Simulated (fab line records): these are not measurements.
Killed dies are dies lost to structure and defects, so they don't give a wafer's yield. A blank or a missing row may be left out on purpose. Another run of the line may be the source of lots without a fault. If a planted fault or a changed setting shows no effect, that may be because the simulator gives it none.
2 desks looking at one fault -- flow gf180mcu -- only its own numbers are on each desk; what lay behind them is given at the end

== TOOL OWNER'S DESK, litho_track-02 ==
Per lot that ran on this tool, the mean of the sampled wafers carrying a number, from the tool's own readings at GF_VT_IMPLANT_SOFTBAKE_36 (time 60 s). The brackets show how far a lot's mean lies from the usual mean; more than 4 standard deviations puts the lot out of limits, marked OUT.
Columns: A = run_length_s at GF_VT_IMPLANT_SOFTBAKE_36, usual 89.19 s
lot,first seen here,A
L703,day 7 03:04,89.17
L706,day 8 01:40,89.29
L707,day 8 20:01,89.23
L710,day 9 10:01,89.22
L711,day 9 20:32,89.11
L715,day 10 21:49,89.28
L718,day 11 12:40,98.48 (+44) OUT
L719,day 11 19:08,93.98 (+23) OUT
L720,day 11 22:32,93.77 (+22) OUT
Finding of this desk: L718, L719, L720 out of limits; the first was L718 at day 11 12:40, on run_length_s at GF_VT_IMPLANT_SOFTBAKE_36. L703, L706, L707, L710, L711, L715: within limits.

== FROM THE METROLOGY DESK ==
What the gauges read for every lot (on any tool): the sampled wafers with a number, averaged. The brackets show how far a lot's mean lies from the usual mean; more than 4 standard deviations puts the lot out of limits, marked OUT.
Columns: A = VT_IMPLANT_3_TW at GF_VT_IMPLANT_TW_MEAS_32, usual 270.3
lot,first seen here,A
L703,day 6 19:25,269.8
L706,day 7 17:44,270.1
L708,day 8 11:29,268.5
L707,day 8 11:48,271.7
L710,day 9 01:32,270.5
L709,day 9 04:12,270.3
L711,day 9 12:03,270.7
L715,day 10 13:01,268.7
L718,day 11 03:27,269.5
L719,day 11 09:09,270.6
L720,day 11 12:54,269.4
L724,day 12 14:07,271.2
L726,day 13 07:56,270.4
This desk found nothing out of limits on any of the 13 lots.

== TAKEN TOGETHER ==
An alarm could have come from the tool owner's desk at day 11 12:40, on L718, L719, L720.
The metrology desk saw nothing out of limits.
The metrology desk holds a record of L718, L719, L720, inside its limits.
Of the lots named, all ran GF_VT_IMPLANT_SOFTBAKE_36 on litho_track-02.

== WHAT HAD BEEN PUT IN BY THE SIMULATOR ==
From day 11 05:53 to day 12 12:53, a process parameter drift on litho_track-02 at GF_VT_IMPLANT_SOFTBAKE_36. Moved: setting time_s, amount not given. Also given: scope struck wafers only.
Struck lots among those shown: L718, L719, L720.
Hours from the fault's start to each desk's first reading out of limits: the tool owner's desk, 7.
